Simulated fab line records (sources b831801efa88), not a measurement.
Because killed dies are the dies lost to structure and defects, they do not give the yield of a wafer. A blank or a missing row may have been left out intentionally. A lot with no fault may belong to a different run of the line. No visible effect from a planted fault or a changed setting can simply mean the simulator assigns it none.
fab line records | flow sky130
record: lots: 7 wafers: 21 last_day: 50
route steps=708 shown RES_XHIGH@336 SD_N@342 PAD_OPEN@708
lots untouched by any fault: they come from a run of this same line in which no faults occurred
start_h: start of the lot's first displayed wafer, in hours after the record's first day | wait_h: hours from the lot's prior step to this one | " same as the row above | L1.1+2: one row covering several wafers at once | - no value present, or no start provided | * or withheld: withheld | < > ~ a bound
route shown NAME@n: names a module that has steps shown in the file, with the first one's number in the route | usual: the fault-free wafers' mean and standard deviation | same: alike in all rows | chamber/n: place in a boat | sites: readings site by site | _std_site: their standard deviation | _edge_site: inner sites' mean taken away from outer sites' mean | radius_mm: for every site, how far away it sits from the centre of the wafer | mask NAME#n: copy n | behind: the last tool/chamber to shape the wafer | hold: reason for holding the lot/hours on hold/outcome of the hold | device: names the non-switching transistor (n, p or np) | end of line: the same wafers' tests at the end of the route | a step without rows: its recipe alone | killed: at the first sort, the dies lost to defects and structure; wafer yield is something else | map: shows each die of a wafer: x if killed, . if not, _ if none is there
set.NAME: the setting as run; set.NAME@STEP: as run at that earlier step | model.NAME: the simulator's own value behind a step, which no gauge read
lots seen at some steps along the route; tables by step, rows by wafer
services: a tool's chamber out of use, with start hour (start_h, from the record's first day; less than 0 if before it), hours out, and reason
== steps ==
step: SKY_RES_XHIGH_EXPOSE_04
recipe: mask_id: URPM na: 0.6 source_shape: conventional sigma_outer: 0.6 polarization: unpolarized target_cd_nm: 1270 dose_mj: 140
step: SKY_RES_XHIGH_PEB_05
recipe: temp_c: withheld time_s: * resist: NOVOLAK
step: SKY_RES_XHIGH_DEVELOP_06
recipe: resist: NOVOLAK developer: TMAH develop_time_s: 60 dev_temp_c: 23
step: SKY_RES_XHIGH_IMPLANT_07
recipe: species: BF2 energy_kev: 20 dose_cm2: 3.6e+14 tilt_deg: 0
step: SKY_RES_XHIGH_STRIP_08
recipe: chemistry: O2/N2 power_w: 1400 pressure_mtorr: 1500 platen_temp_c: withheld o2_flow_sccm: 3000 n2_flow_sccm: 300 overash_fraction: 0.5
usual: drypump_motor_current_A: 6.1/0.35 oes_product_au: 0.710/0.0046 strip_time_to_endpoint_s: 14.29/0.038
columns lot.wafer tool chamber start_h wait_h drypump_motor_current_A oes_product_au rf_hours_counter_h strip_time_to_endpoint_s
L722.2 plasma_asher-01 0 610.31 0.1 6.4 0.707 93 14.25
L722.3 " 0 " " 6.4 0.718 - 14.28
L722.4 " 1 " " 6.0 0.712 - 14.28
L726.3 plasma_asher-01 1 645.11 0.1 6.0 0.712 - 14.36
L726.4 " 0 " " 6.4 0.708 - 14.32
L726.6 " 1 " " 5.9 0.708 - 14.35
L727.1 plasma_asher-01 0 652.66 0.1 6.4 0.704 97 14.29
L727.2 " 1 " " 5.9 0.707 97 14.32
L727.6 " 1 " " 5.9 0.707 - 14.33
L729.1 plasma_asher-03 1 685.78 0.1 6.0 0.710 25 14.33
L729.4 " 0 " " 6.4 0.707 - 14.24
L729.5 " 1 " " 6.0 0.705 - 14.26
L730.1 plasma_asher-03 0 687.18 0.1 6.4 0.708 25 14.28
L730.3 " 0 " " 6.4 0.710 - 14.31
L730.5 " 0 " " 6.4 0.712 - 14.29
L740.3 plasma_asher-03 0 759.10 0.1 6.4 0.716 - 14.29
L740.5 " 1 " " 6.0 0.711 - 14.28
L740.6 " 0 " " 6.4 0.709 - 14.30
L744.2 plasma_asher-01 1 792.83 0.1 5.9 0.714 5 14.34
L744.3 " 0 " " 6.4 0.718 - 14.29
L744.4 " 1 " " 5.9 0.716 - 14.28
step: SKY_RES_XHIGH_TW_MEAS_09
usual: RES_XHIGH_TW: 1642/7.8
columns lot.wafer tool chamber start_h wait_h RES_XHIGH_TW
L722.2 film_metro-02 - 610.42 0.1 1622
L722.3 " - " " 1629
L722.4 " - " " 1634
L726.3 film_metro-02 - 645.20 0.1 1635
L726.4 " - " " 1645
L726.6 " - " " 1640
L727.1 film_metro-02 - 652.76 0.1 1635
L727.2 " - " " 1633
L727.6 " - " " 1636
L729.1 film_metro-04 - 685.88 0.1 1647
L729.4 " - " " 1651
L729.5 " - " " 1648
L730.1 film_metro-01 - 687.28 0.1 1650
L730.3 " - " " 1653
L730.5 " - " " 1653
L740.3 film_metro-02 - 759.18 0.1 1635
L740.5 " - " " 1647
L740.6 " - " " 1641
L744.2 film_metro-01 - 792.94 0.1 1649
L744.3 " - " " 1654
L744.4 " - " " 1638
step: SKY_SD_N_DEHYDRATE_00
recipe: temp_c: 200 time_s: 60
step: SKY_SD_N_HMDS_01
recipe: prime_time_s: 60 prime_temp_c: 120
step: SKY_SD_N_COAT_02
recipe: resist: NOVOLAK spin_rpm: 3000 resist_thk_nm: 1140
step: SKY_SD_N_SOFTBAKE_03
recipe: temp_c: 90 time_s: 60 resist: NOVOLAK
step: SKY_SD_N_EXPOSE_04
recipe: mask_id: NSDM na: 0.6 source_shape: conventional sigma_outer: 0.6 polarization: unpolarized target_cd_nm: 380 dose_mj: 141
step: SKY_SD_N_PEB_05
recipe: temp_c: withheld time_s: * resist: NOVOLAK
step: SKY_SD_N_DEVELOP_06
recipe: resist: NOVOLAK developer: TMAH develop_time_s: 60 dev_temp_c: 23
usual: developer_temp_C: 23.01/0.1 resist_line_temp_C: 23.00/0.098
columns lot.wafer tool chamber start_h wait_h developer_temp_C resist_line_temp_C
L722.2 litho_track-01 0 640.13 0.1 23.05 23.11
L722.3 " 0 " " 22.77 22.87
L722.4 " 0 " " 23.03 22.99
L726.3 litho_track-01 0 673.36 0.1 23.23 22.97
L726.4 " 0 " " 23.13 23.01
L726.6 " 0 " " 23.10 23.00
L727.1 litho_track-04 0 682.01 0.1 21.96 23.15
L727.2 " 0 " " 22.21 23.02
L727.6 " 0 " " 22.08 22.94
L729.1 litho_track-04 0 713.56 0.1 21.99 23.18
L729.4 " 0 " " 22.20 22.97
L729.5 " 0 " " 22.16 22.96
L730.1 litho_track-04 0 714.46 0.1 22.10 22.89
L730.3 " 0 " " 22.17 22.85
L730.5 " 0 " " 22.04 22.98
L740.3 litho_track-01 0 787.11 0.1 22.89 23.19
L740.5 " 0 " " 23.14 22.89
L740.6 " 0 " " 23.11 23.16
L744.2 litho_track-04 0 818.29 0.1 23.26 23.13
L744.3 " 0 " " 23.05 23.04
L744.4 " 0 " " 23.19 22.95
step: SKY_SD_N_CD_MEAS_07
recipe: target_cd_nm: 380
usual: cd_nm: 379.2/2.5
columns lot.wafer tool chamber start_h wait_h cd_nm
L722.2 cd_sem-02 - 640.28 0.1 378.8
L722.3 " - " " 376.6
L722.4 " - " " 381.9
L726.3 cd_sem-01 - 673.50 0.1 375.1
L726.4 " - " " 377.2
L726.6 " - " " 375.2
L727.1 cd_sem-02 - 682.16 0.1 386.4
L727.2 " - " " 385.7
L727.6 " - " " 384.5
L729.1 cd_sem-02 - 713.71 0.1 383.4
L729.4 " - " " 384.0
L729.5 " - " " 384.7
L730.1 cd_sem-01 - 714.61 0.1 379.2
L730.3 " - " " 381.9
L730.5 " - " " 383.0
L740.3 cd_sem-01 - 787.25 0.1 377.8
L740.5 " - " " 380.1
L740.6 " - " " 377.5
L744.2 cd_sem-02 - 818.43 0.1 379.1
L744.3 " - " " 378.0
L744.4 " - " " 381.0
step: SKY_PAD_OPEN_PROBE_99
usual: killed_at_M0_to_M3: 44/7.1 killed_at_M4_up: 3.3/1.8 killed_at_contacts: 24/5.1 killed_at_front_end: 16/4.7 killed_at_other: 0.3/0.52 killed_dies: 87/9.7 killed_open: 47/6.8 killed_short: 39/6.7
same: gross_dies: 492 killed_at_back_side: 0
columns lot.wafer tool chamber start_h wait_h killed_at_M0_to_M3 killed_at_M4_up killed_at_contacts killed_at_front_end killed_at_other killed_dies killed_open killed_short
L726.3 prober-02 - 1097.93 0.2 48 0 18 21 1 88 45 43
L726.4 prober-02 - 1097.98 0.2 36 3 25 15 1 80 42 37
L726.6 prober-02 - 1098.08 0.2 44 3 24 16 0 87 51 36
L729.1 prober-01 - 1123.96 0.1 38 5 31 16 1 91 48 43
L729.4 prober-01 - 1124.11 0.2 51 1 25 13 0 90 56 34
L729.5 prober-01 - 1124.16 0.2 46 3 24 31 2 106 53 51
killed by level:class
L726.3 VIA1:geometric_particle:open=10 VIA2:geometric_particle:open=8 VIA3:geometric_particle:open=7 METAL1:geometric_particle:short=6 LOCAL_INTERCONNECT:geometric_particle:short=5 POLY_GATE:geometric_particle:open=5 POLY_GATE:geometric_particle:short=5 LI_CONTACT:geometric_particle:open=5
L726.4 VIA1:geometric_particle:open=7 VIA3:geometric_particle:open=6 CONTACT:geometric_particle:open=6 CONTACT:geometric_particle:short=6 METAL1:geometric_particle:short=6 FIELD_ISO:geometric_particle:open=5 LI_CONTACT:geometric_particle:open=5 LI_CONTACT:geometric_particle:short=5
L726.6 CONTACT:geometric_particle:open=10 METAL2:geometric_particle:short=9 VIA3:geometric_particle:open=9 VIA2:geometric_particle:open=8 VIA1:geometric_particle:open=6 FIELD_ISO:geometric_particle:open=5 LOCAL_INTERCONNECT:geometric_particle:short=5 LI_CONTACT:geometric_particle:open=4
L729.1 VIA1:geometric_particle:open=8 CONTACT:geometric_particle:open=8 LOCAL_INTERCONNECT:geometric_particle:short=7 VIA3:geometric_particle:open=6 LI_CONTACT:geometric_particle:short=5 LI_CONTACT:geometric_particle:open=5 VIA1:geometric_particle:short=5 FIELD_ISO:geometric_particle:open=4
L729.4 VIA1:geometric_particle:open=17 VIA2:geometric_particle:open=13 CONTACT:geometric_particle:open=7 LI_CONTACT:geometric_particle:open=5 LOCAL_INTERCONNECT:geometric_particle:short=5 LI_CONTACT:geometric_particle:short=4 METAL1:geometric_particle:short=4 VIA1:geometric_particle:short=4
L729.5 FIELD_ISO:geometric_particle:open=11 METAL2:geometric_particle:short=8 VIA1:geometric_particle:open=8 VIA2:geometric_particle:open=8 CONTACT:geometric_particle:short=7 LI_CONTACT:geometric_particle:open=6 CONTACT:geometric_particle:open=6 FIELD_ISO:geometric_particle:short=5
== services ==
columns tool chamber start_h hours kind
plasma_asher-03 - 596.08 0.3 repair
plasma_asher-03 - 642.81 1.4 repair
plasma_asher-03 - 659.61 1.0 repair
plasma_asher-01 - 724.13 1.9 repair
plasma_asher-01 - 733.78 9.0 pm
plasma_asher-01 0 733.78 9.0 vent_cycle
plasma_asher-01 1 733.78 9.0 vent_cycle
plasma_asher-01 0 742.78 - clean
plasma_asher-01 1 742.78 - clean
plasma_asher-01 - 765.53 0.4 repair
litho_track-04 - 786.26 - consumable_replace:filter
== key ==
first_sign: step: SKY_SD_N_DEVELOP_06 reading: developer_temp_C direction: down sigmas: 8.9 usual: * struck: *
effect: step: SKY_SD_N_CD_MEAS_07 reading: cd_nm direction: up sigmas: 1.8 usual: 379.2 struck: 383.6 through: control_loop
met_at SKY_SD_N_DEVELOP_06
struck_wafers L727.1,L727.2,L727.6,L729.1,L729.4,L729.5,L730.1,L730.3,L730.5
tester_left_out L727,L729,L730
loop_trim: step: SKY_SD_N_EXPOSE_04 setting: dose lots: L729,L730
fault: kind: process_parameter_drift tool: litho_track-04 chamber: - onset_h: 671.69 steps: SKY_SD_N_DEVELOP_06 channel: dev_temp_c offset: * shape: step end_h: 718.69 acts_in: * stated: *
tester_left_out: of these lots the tester's yield and bins aren't shown, on N5 and GAA mostly nor the transistor test; their killed dies are dies lost to structure and defects alone, not to doping, threshold or leakage, so they don't give the yield
loop_trim: a control loop set the setting to another value than it would have without faults
